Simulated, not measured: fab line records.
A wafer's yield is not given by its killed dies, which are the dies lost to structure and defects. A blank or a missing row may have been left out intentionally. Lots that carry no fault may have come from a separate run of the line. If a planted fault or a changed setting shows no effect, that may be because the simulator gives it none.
Matching of chambers	flow gf180mcu	4 sister chambers for GF_V5_CMP_26 on cmp-01
The step polishes, stops on SiO2, t overpolish 15 s, target thk 0 nm. 8 wafers are shown with their chamber, then 8 later ones without.

## EACH WAFER AND ITS CHAMBER
wafer	chamber	motor_current_A (A)	time_to_endpoint_s (s)
L338.1	1	11.8	88
L340.6	1	11.4	84
L341.5	0	9.3	97
L341.6	3	11.3	87
L344.1	3	10.5	86
L344.4	0	9.5	98
L344.5	2	9.5	92
L343.2	2	9.7	90

## WAFERS WITH NO CHAMBER GIVEN
wafer	motor_current_A (A)	time_to_endpoint_s (s)
L343.4	11.0	81
L343.5	9.5	89
L347.1	9.0	91
L347.5	9.7	97
L347.6	11.5	84
L361.1	11.4	80
L361.2	9.4	87
L361.5	10.4	84

## CHAMBER TAKEN BY EACH
wafer	from the rows above	in truth
L343.4	can't be placed: 3 or 1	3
L343.5	2	2
L347.1	2	2
L347.5	0	0
L347.6	can't be placed: 1 or 3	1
L361.1	can't be placed: 1 or 3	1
L361.2	2	2
L361.5	can't be placed: 3 or 1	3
Placed correctly: 4 of 8. These rows do not allow placing 4 (true chamber among the candidates in 4). 0 placed wrongly.
How it was worked out, from the rows above alone: a wafer's distance from a chamber is the root of the sum, over the readings, of the square of ((its reading less the chamber's mean) divided by the reading's scatter). The wafer belongs to the nearest chamber; if the next one is less than 2 further off, it can't be placed. A chamber's mean is the mean of its shown wafers. The scatter: take each reading less its chamber's mean, square it, sum over the shown wafers, divide by the number of wafers less the number of chambers, and take the root.
